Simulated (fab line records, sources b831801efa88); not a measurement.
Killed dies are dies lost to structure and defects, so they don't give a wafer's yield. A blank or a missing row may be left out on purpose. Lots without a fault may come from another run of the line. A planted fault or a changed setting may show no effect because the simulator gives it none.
fab line records | flow sky130
record lots=6 wafers=18 last_day=50
route steps=708 shown LDD_P@261 LDD_HVN@267 LDD_HVP@278 PAD_OPEN@708
lots that met no fault: from a run of the same line without faults
start_h: hours from the record's first day to the start of the lot's first wafer shown | wait_h: hours since the lot's step before | " the same as in the row above | L1.1+2: a row that stands for several wafers | - no value, or no start given | * or withheld: withheld | < > ~ a bound
route shown NAME@n: a module of which the file shows steps, and the number in the route of the first | usual: mean/standard deviation of fault-free wafers | same: alike in all rows | chamber/n: place in a boat | sites: the reading at each site | _std_site: their standard deviation | _edge_site: outer sites' mean less inner sites' | radius_mm: how far each site lies from the wafer's centre | mask NAME#n: copy n | behind: the tool/chamber that last shaped the wafer | hold: why the lot was held/for how many hours/how that ended | device: the transistor (n, p or np) that didn't switch | end of line: the same wafers' tests at the end of the route | a step without rows: its recipe alone | killed: dies lost to structure and defects at the first sort, not the wafer's yield | map: a wafer's dies, x killed, . not, _ none there
set.NAME: the setting as run; set.NAME@STEP: as run at that earlier step | model.NAME: the simulator's own value behind a step, which no gauge read
lots at some steps of the route; a table a step, a row a wafer
services: from which hour (start_h, from the record's first day; less than 0 if before it) a tool's chamber was out of use, for how many hours, and why
## steps
# step SKY_LDD_P_DEVELOP_06
# recipe resist=NOVOLAK developer=TMAH develop_time_s=60 dev_temp_c=23
# step SKY_LDD_P_CD_MEAS_07
# recipe target_cd_nm=380
# usual cd_nm=380/3.1
# columns lot.wafer tool chamber start_h wait_h cd_nm
L629.3 cd_sem-01 - 483.73 0.1 380
L629.4 " - " " 378
L629.6 " - " " 376
L631.2 cd_sem-02 - 504.18 0.1 380
L631.3 " - " " 381
L631.4 " - " " 379
L636.2 cd_sem-02 - 578.32 0.1 380
L636.5 " - " " 379
L636.6 " - " " 378
L639.1 cd_sem-02 - 580.88 0.2 380
L639.5 " - " " 377
L639.6 " - " " 379
L645.1 cd_sem-02 - 618.39 0.1 383
L645.2 " - " " 383
L645.3 " - " " 387
L646.2 cd_sem-01 - 624.43 0.1 380
L646.5 " - " " 378
L646.6 " - " " 378
# step SKY_LDD_P_OVL_MEAS_08
# usual LDD_P_OVL=0.3/1.6
# columns lot.wafer tool chamber start_h wait_h LDD_P_OVL[nm]
L629.3 overlay-01 - 483.82 0.1 -1.3
L629.4 " - " " -0.8
L629.6 " - " " -2.1
L631.2 overlay-02 - 504.29 0.1 -0.2
L631.3 " - " " 0.5
L631.4 " - " " -1.2
L636.2 overlay-02 - 578.43 0.1 1.4
L636.5 " - " " 2.2
L636.6 " - " " 0.8
L639.1 overlay-01 - 581.00 0.1 -0.1
L639.5 " - " " 1.5
L639.6 " - " " 3.7
L645.1 overlay-02 - 618.51 0.1 0.8
L645.2 " - " " 0.0
L645.3 " - " " 0.6
L646.2 overlay-01 - 624.54 0.1 0.3
L646.5 " - " " 1.1
L646.6 " - " " 1.2
# step SKY_LDD_P_IMPLANT_09
# recipe species=BF2 energy_kev=25 dose_cm2=1e+13 tilt_deg=withheld
# step SKY_LDD_P_STRIP_10
# recipe chemistry=O2/N2 power_w=1400 pressure_mtorr=1500 platen_temp_c=withheld o2_flow_sccm=3000 n2_flow_sccm=300 overash_fraction=0.5
# usual drypump_motor_current_A=5.6/0.35 oes_product_au=0.716/0.0046 strip_time_to_endpoint_s=14.17/0.046
# columns lot.wafer tool chamber start_h wait_h drypump_motor_current_A oes_product_au rf_hours_counter_h strip_time_to_endpoint_s
L629.3 plasma_asher-02 1 484.03 0.1 6.1 0.713 - 14.16
L629.4 " 0 " " 5.7 0.715 - 14.10
L629.6 " 1 " " 6.1 0.716 - 14.15
L631.2 plasma_asher-03 0 504.47 0.1 5.8 0.719 40 14.13
L631.3 " 0 " " 5.8 0.712 - 14.16
L631.4 " 1 " " 5.4 0.708 - 14.18
L636.2 plasma_asher-01 1 578.61 0.1 5.1 0.713 73 14.15
L636.5 " 1 " " 5.1 0.717 - 14.12
L636.6 " 0 " " 5.1 0.722 - 14.11
L639.1 plasma_asher-02 1 581.19 0.1 6.1 0.715 15 14.21
L639.5 " 1 " " 6.1 0.709 - 14.20
L639.6 " 0 " " 5.7 0.719 - 14.24
L645.1 plasma_asher-01 0 618.70 0.1 5.1 0.717 77 14.14
L645.2 " 1 " " 5.1 0.717 77 14.15
L645.3 " 1 " " 5.1 0.716 - 14.11
L646.2 plasma_asher-02 0 624.72 0.1 5.7 0.714 19 14.21
L646.5 " 1 " " 6.1 0.712 - 14.24
L646.6 " 0 " " 5.7 0.717 - 14.25
# step SKY_LDD_P_TW_MEAS_11
# usual LDD_P_TW=637/5.1
# columns lot.wafer tool chamber start_h wait_h LDD_P_TW
L629.3 film_metro-01 - 484.12 0.1 639
L629.4 " - " " 640
L629.6 " - " " 640
L631.2 film_metro-03 - 504.58 0.1 632
L631.3 " - " " 631
L631.4 " - " " 634
L636.2 film_metro-03 - 578.72 0.1 629
L636.5 " - " " 634
L636.6 " - " " 635
L639.1 film_metro-01 - 581.29 0.1 637
L639.5 " - " " 640
L639.6 " - " " 632
L645.1 film_metro-01 - 618.80 0.1 634
L645.2 " - " " 634
L645.3 " - " " 633
L646.2 film_metro-04 - 624.83 0.1 634
L646.5 " - " " 640
L646.6 " - " " 636
# step SKY_LDD_HVN_DEHYDRATE_00
# recipe temp_c=200 time_s=60
# step SKY_LDD_HVN_HMDS_01
# recipe prime_time_s=60 prime_temp_c=120
# step SKY_LDD_HVN_COAT_02
# recipe resist=NOVOLAK spin_rpm=3000 resist_thk_nm=300
# step SKY_LDD_HVN_SOFTBAKE_03
# recipe temp_c=90 time_s=60 resist=NOVOLAK
# step SKY_LDD_HVN_EXPOSE_04
# recipe mask_id=HVNTM na=0.6 source_shape=conventional sigma_outer=0.6 polarization=unpolarized target_cd_nm=700 dose_mj=127
# step SKY_LDD_HVN_PEB_05
# recipe temp_c=withheld time_s=* resist=NOVOLAK
# step SKY_LDD_HVN_DEVELOP_06
# recipe resist=NOVOLAK developer=TMAH develop_time_s=60 dev_temp_c=23
# columns lot.wafer tool chamber start_h wait_h
L629.3+4+6 litho_track-03 0 514.00 0.1
L631.2+3+4 litho_track-03 0 534.92 0.1
L636.2+5+6 litho_track-03 0 607.52 0.1
L639.1+5+6 litho_track-03 0 609.60 0.1
L645.1+2+3 litho_track-02 0 646.87 0.1
L646.2+5+6 litho_track-02 0 653.29 0.1
# step SKY_LDD_HVN_OVL_MEAS_07
# usual LDD_HVN_OVL=0.2/1.3
# columns lot.wafer tool chamber start_h wait_h LDD_HVN_OVL[nm]
L629.3 overlay-01 - 514.11 0.1 -1.7
L629.4 " - " " -1.1
L629.6 " - " " -1.1
L631.2 overlay-02 - 535.06 0.1 3.6
L631.3 " - " " 3.7
L631.4 " - " " 2.9
L636.2 overlay-02 - 607.66 0.1 0.7
L636.5 " - " " 1.3
L636.6 " - " " 0.4
L639.1 overlay-01 - 609.75 0.1 0.9
L639.5 " - " " 0.3
L639.6 " - " " 2.2
L645.1 overlay-01 - 647.02 0.1 -1.3
L645.2 " - " " -0.9
L645.3 " - " " -1.5
L646.2 overlay-01 - 653.42 0.1 0.1
L646.5 " - " " -0.4
L646.6 " - " " -0.4
# step SKY_LDD_HVN_IMPLANT_08
# recipe species=P energy_kev=60.43 dose_cm2=3e+13 tilt_deg=40
# step SKY_LDD_HVN_STRIP_09
# recipe chemistry=O2/N2 power_w=1400 pressure_mtorr=1500 platen_temp_c=withheld o2_flow_sccm=3000 n2_flow_sccm=300 overash_fraction=0.5
# usual drypump_motor_current_A=5.44/0.28 oes_product_au=0.407/0.0043 strip_time_to_endpoint_s=4.130/0.013
# columns lot.wafer tool chamber start_h wait_h drypump_motor_current_A oes_product_au rf_hours_counter_h strip_time_to_endpoint_s
L629.3 plasma_asher-01 1 514.32 0.1 5.14 0.403 - 4.135
L629.4 " 0 " " 5.09 0.398 - 4.141
L629.6 " 1 " " 5.14 0.408 - 4.118
L631.2 plasma_asher-04 1 535.24 0.1 5.60 0.409 87 4.137
L631.3 " 0 " " 5.74 0.411 - 4.118
L631.4 " 1 " " 5.59 0.405 - 4.149
L636.2 plasma_asher-03 0 607.84 0.1 5.81 0.404 50 4.148
L636.5 " 1 " " 5.40 0.406 - 4.122
L636.6 " 0 " " 5.80 0.399 - 4.127
L639.1 plasma_asher-01 1 609.94 0.1 5.13 0.404 76 4.158
L639.5 " 0 " " 5.10 0.415 - 4.141
L639.6 " 1 " " 5.10 0.409 - 4.128
L645.1 plasma_asher-01 0 647.20 0.1 5.10 0.417 80 4.137
L645.2 " 1 " " 5.17 0.409 80 4.130
L645.3 " 1 " " 5.17 0.414 - 4.147
L646.2 plasma_asher-01 1 653.60 0.1 5.11 0.406 81 4.125
L646.5 " 1 " " 5.12 0.412 - 4.129
L646.6 " 0 " " 5.11 0.405 - 4.132
# step SKY_LDD_HVN_TW_MEAS_10
# usual LDD_HVN_TW=1444/11
# columns lot.wafer tool chamber start_h wait_h LDD_HVN_TW
L629.3 film_metro-01 - 514.41 0.1 1439
L629.4 " - " " 1445
L629.6 " - " " 1432
L631.2 film_metro-01 - 535.35 0.1 1430
L631.3 " - " " 1437
L631.4 " - " " 1434
L636.2 film_metro-01 - 607.95 0.1 241
L636.5 " - " " 240
L636.6 " - " " 240
L639.1 film_metro-02 - 610.04 0.1 238
L639.5 " - " " 239
L639.6 " - " " 244
L645.1 film_metro-02 - 647.32 0.1 1458
L645.2 " - " " 1459
L645.3 " - " " 1461
L646.2 film_metro-03 - 653.71 0.1 1452
L646.5 " - " " 1441
L646.6 " - " " 1438
# step SKY_LDD_HVP_DEHYDRATE_00
# recipe temp_c=200 time_s=60
# step SKY_PAD_OPEN_PROBE_99
# usual killed_at_M0_to_M3=43/7.7 killed_at_M4_up=3.0/1.7 killed_at_contacts=24/5.2 killed_at_front_end=15/4.5 killed_at_other=0.3/0.5 killed_dies=85/9.5 killed_on_rim=17/4 killed_open=47/6.6 killed_short=38/6.6
# same gross_dies=492 killed_at_back_side=0
# columns lot.wafer tool chamber start_h wait_h killed_at_M0_to_M3 killed_at_M4_up killed_at_contacts killed_at_front_end killed_at_other killed_dies killed_on_rim killed_open killed_short
L629.3 prober-01 - 1111.49 0.2 34 5 24 20 1 84 13 48 36
L629.4 prober-01 - 1111.54 0.2 39 1 27 19 0 86 14 49 37
L629.6 prober-01 - 1111.64 0.2 40 4 27 22 0 93 15 57 36
L631.2 prober-01 - 1122.58 0.1 52 1 25 10 1 89 15 46 43
L631.3 prober-01 - 1122.63 0.2 54 0 30 8 1 93 21 46 47
L631.4 prober-01 - 1122.68 0.2 44 1 26 8 1 80 12 48 32
L636.2 prober-02 - 1172.08 0.1 58 7 21 406 0 492 96 44 63
L636.5 prober-02 - 1172.23 0.2 42 1 32 417 0 492 96 42 51
L636.6 prober-02 - 1172.28 0.2 45 0 32 415 0 492 96 49 48
L639.1 prober-02 - 1174.11 0.1 49 5 16 421 1 492 96 40 43
L639.5 prober-02 - 1174.31 0.2 43 2 15 432 0 492 96 39 32
L639.6 prober-02 - 1174.36 0.2 32 2 31 427 0 492 96 48 31
L645.1 prober-01 - 1193.04 0.1 38 6 26 15 0 85 20 42 43
L645.2 prober-01 - 1193.09 0.1 27 1 26 6 0 60 15 44 16
L645.3 prober-01 - 1193.14 0.2 38 4 23 10 0 75 15 42 33
L646.2 prober-02 - 1194.59 0.1 47 1 15 15 0 78 13 40 38
L646.5 prober-02 - 1194.74 0.2 42 3 34 16 0 95 18 46 49
L646.6 prober-02 - 1194.79 0.2 44 2 22 21 0 89 16 52 37
# killed by level:class
L629.3 VIA1:geometric_particle:open=12 CONTACT:geometric_particle:open=9 LI_CONTACT:geometric_particle:open=7 VIA2:geometric_particle:open=6 POLY_GATE:geometric_particle:open=5 FIELD_ISO:geometric_particle:short=4 POLY_GATE:geometric_particle:short=4 METAL2:geometric_particle:short=4
L629.4 LI_CONTACT:geometric_particle:open=13 VIA2:geometric_particle:open=11 FIELD_ISO:geometric_particle:short=7 CONTACT:geometric_particle:open=6 METAL1:geometric_particle:short=5 LOCAL_INTERCONNECT:geometric_particle:short=5 VIA1:geometric_particle:open=4 VIA3:geometric_particle:short=4
L629.6 LI_CONTACT:geometric_particle:open=10 VIA3:geometric_particle:open=10 VIA2:geometric_particle:open=9 FIELD_ISO:geometric_particle:open=7 VIA1:geometric_particle:open=7 CONTACT:geometric_particle:open=6 LI_CONTACT:geometric_particle:short=4 CONTACT:geometric_particle:short=4
L631.2 VIA1:geometric_particle:open=13 VIA1:geometric_particle:short=11 METAL2:geometric_particle:short=9 LI_CONTACT:geometric_particle:open=8 CONTACT:geometric_particle:open=5 CONTACT:geometric_particle:short=5 METAL1:geometric_particle:short=5 VIA3:geometric_particle:open=5
L631.3 VIA1:geometric_particle:open=13 CONTACT:geometric_particle:open=10 METAL2:geometric_particle:short=8 LI_CONTACT:geometric_particle:open=6 CONTACT:geometric_particle:short=6 METAL1:geometric_particle:short=6 VIA2:geometric_particle:open=6 FIELD_ISO:geometric_particle:open=5
L631.4 VIA1:geometric_particle:open=12 LI_CONTACT:geometric_particle:open=9 METAL2:geometric_particle:short=8 CONTACT:geometric_particle:open=7 METAL1:geometric_particle:short=5 LI_CONTACT:geometric_particle:short=4 METAL1:geometric_particle:open=4 VIA2:geometric_particle:open=4
L636.2 LDD_HVN:area_develop=385 VIA1:geometric_particle:open=18 METAL2:geometric_particle:short=10 METAL1:geometric_particle:short=9 POLY_GATE:geometric_particle:short=7 LI_CONTACT:geometric_particle:open=6 VIA1:geometric_particle:short=6 METAL4:geometric_particle:short=6
L636.5 LDD_HVN:area_develop=399 LOCAL_INTERCONNECT:geometric_particle:short=9 VIA1:geometric_particle:open=9 CONTACT:geometric_particle:open=7 METAL2:geometric_particle:short=6 FIELD_ISO:geometric_particle:open=5 LI_CONTACT:geometric_particle:short=5 LI_CONTACT:geometric_particle:open=5
L636.6 LDD_HVN:area_develop=395 LI_CONTACT:geometric_particle:open=8 VIA1:geometric_particle:open=8 FIELD_ISO:geometric_particle:open=7 CONTACT:geometric_particle:open=7 METAL2:geometric_particle:short=7 VIA2:geometric_particle:open=7 LI_CONTACT:geometric_particle:short=6
L639.1 LDD_HVN:area_develop=409 VIA2:geometric_particle:open=8 VIA1:geometric_particle:open=8 VIA1:geometric_particle:short=7 VIA3:geometric_particle:open=6 METAL4:geometric_particle:short=5 LI_CONTACT:geometric_particle:open=5 METAL3:geometric_particle:short=5
L639.5 LDD_HVN:area_develop=421 VIA2:geometric_particle:open=9 METAL2:geometric_particle:short=7 VIA1:geometric_particle:open=6 VIA3:geometric_particle:open=5 LI_CONTACT:geometric_particle:open=4 METAL2:geometric_particle:open=4 CONTACT:geometric_particle:open=4
L639.6 LDD_HVN:area_develop=413 VIA1:geometric_particle:open=12 LI_CONTACT:geometric_particle:open=11 FIELD_ISO:geometric_particle:open=7 CONTACT:geometric_particle:short=6 CONTACT:geometric_particle:open=6 LOCAL_INTERCONNECT:geometric_particle:short=4 METAL1:geometric_particle:short=4
L645.1 CONTACT:geometric_particle:open=11 VIA1:geometric_particle:open=9 METAL2:geometric_particle:short=7 LI_CONTACT:geometric_particle:open=6 FIELD_ISO:geometric_particle:open=5 VIA3:geometric_particle:open=5 METAL4:geometric_particle:short=5 METAL1:geometric_particle:short=4
L645.2 CONTACT:geometric_particle:open=11 LI_CONTACT:geometric_particle:open=9 VIA3:geometric_particle:open=8 VIA1:geometric_particle:open=6 LI_CONTACT:geometric_particle:short=4 VIA2:geometric_particle:short=4 POLY_GATE:geometric_particle:open=3 METAL3:geometric_particle:short=3
L645.3 VIA3:geometric_particle:open=10 VIA1:geometric_particle:open=7 LOCAL_INTERCONNECT:geometric_particle:short=6 METAL2:geometric_particle:short=6 LI_CONTACT:geometric_particle:open=5 CONTACT:geometric_particle:open=5 VIA1:geometric_particle:short=4 VIA2:geometric_particle:open=4
L646.2 VIA3:geometric_particle:open=7 VIA2:geometric_particle:open=7 CONTACT:geometric_particle:open=6 METAL1:geometric_particle:short=6 METAL1:geometric_particle:open=5 VIA1:geometric_particle:open=5 METAL2:geometric_particle:short=5 CONTACT:geometric_particle:short=4
L646.5 CONTACT:geometric_particle:open=12 LI_CONTACT:geometric_particle:open=9 METAL1:geometric_particle:short=8 POLY_GATE:geometric_particle:short=7 VIA1:geometric_particle:open=7 METAL2:geometric_particle:short=7 LI_CONTACT:geometric_particle:short=5 VIA1:geometric_particle:short=5
L646.6 VIA1:geometric_particle:open=9 VIA2:geometric_particle:open=9 LI_CONTACT:geometric_particle:open=8 CONTACT:geometric_particle:open=7 METAL2:geometric_particle:short=6 FIELD_ISO:geometric_particle:open=5 POLY_GATE:geometric_particle:open=5 METAL1:geometric_particle:short=5
# map L636.2 (x killed, . not)
__________xxxxxxxxxx_________
________xxxxxxxxxxxxxx_______
______xxxxxxxxxxxxxxxxxx_____
_____xxxxxxxxxxxxxxxxxxxx____
____xxxxxxxxxxxxxxxxxxxxxx___
___xxxxxxxxxxxxxxxxxxxxxxxx__
__xxxxxxxxxxxxxxxxxxxxxxxxxx_
_xxxxxxxxxxxxxxxxxxxxxxxxxxxx
_xxxxxxxxxxxxxxxxxxxxxxxxxxxx
_xxxxxxxxxxxxxxxxxxxxxxxxxxxx
_xxxxxxxxxxxxxxxxxxxxxxxxxxxx
_xxxxxxxxxxxxxxxxxxxxxxxxxxxx
_xxxxxxxxxxxxxxxxxxxxxxxxxxxx
_xxxxxxxxxxxxxxxxxxxxxxxxxxxx
_xxxxxxxxxxxxxxxxxxxxxxxxxxxx
__xxxxxxxxxxxxxxxxxxxxxxxxxx_
___xxxxxxxxxxxxxxxxxxxxxxxx__
____xxxxxxxxxxxxxxxxxxxxxx___
_____xxxxxxxxxxxxxxxxxxxx____
______xxxxxxxxxxxxxxxxxx_____
________xxxxxxxxxxxxxx_______
__________xxxxxxxxxx_________
# map L639.1 (x killed, . not)
__________xxxxxxxxxx_________
________xxxxxxxxxxxxxx_______
______xxxxxxxxxxxxxxxxxx_____
_____xxxxxxxxxxxxxxxxxxxx____
____xxxxxxxxxxxxxxxxxxxxxx___
___xxxxxxxxxxxxxxxxxxxxxxxx__
__xxxxxxxxxxxxxxxxxxxxxxxxxx_
_xxxxxxxxxxxxxxxxxxxxxxxxxxxx
_xxxxxxxxxxxxxxxxxxxxxxxxxxxx
_xxxxxxxxxxxxxxxxxxxxxxxxxxxx
_xxxxxxxxxxxxxxxxxxxxxxxxxxxx
_xxxxxxxxxxxxxxxxxxxxxxxxxxxx
_xxxxxxxxxxxxxxxxxxxxxxxxxxxx
_xxxxxxxxxxxxxxxxxxxxxxxxxxxx
_xxxxxxxxxxxxxxxxxxxxxxxxxxxx
__xxxxxxxxxxxxxxxxxxxxxxxxxx_
___xxxxxxxxxxxxxxxxxxxxxxxx__
____xxxxxxxxxxxxxxxxxxxxxx___
_____xxxxxxxxxxxxxxxxxxxx____
______xxxxxxxxxxxxxxxxxx_____
________xxxxxxxxxxxxxx_______
__________xxxxxxxxxx_________
## services
# columns tool chamber start_h hours kind
plasma_asher-01 - 474.35 0.6 repair
plasma_asher-02 - 563.22 1.4 repair
plasma_asher-04 - 606.65 2.8 pm
plasma_asher-03 - 622.71 0.4 repair
## key
first_sign step=SKY_LDD_HVN_TW_MEAS_10 reading=LDD_HVN_TW direction=down sigmas=99+ usual=1444 struck=240
effect step=SKY_PAD_OPEN_PROBE_99 reading=killed_at_front_end direction=up sigmas=90 usual=15 struck=420
more_kills_born_at SKY_LDD_HVN_DEVELOP_06@litho_track-03=2422
met_at SKY_LDD_HVN_DEVELOP_06
struck_wafers L636.2,L636.5,L636.6,L639.1,L639.5,L639.6
tester_left_out L636,L639
onset_between 534.92 607.52
fault kind=process_parameter_drift tool=litho_track-03 chamber=- onset_h=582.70 steps=SKY_LDD_HVN_DEVELOP_06 channel=develop_time_s offset=* shape=step end_h=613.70 acts_in=* stated=*
# tester_left_out: of these lots the tester's yield and bins aren't shown, on N5 and GAA mostly nor the transistor test; their killed dies are dies lost to structure and defects alone, not to doping, threshold or leakage, so they don't give the yield
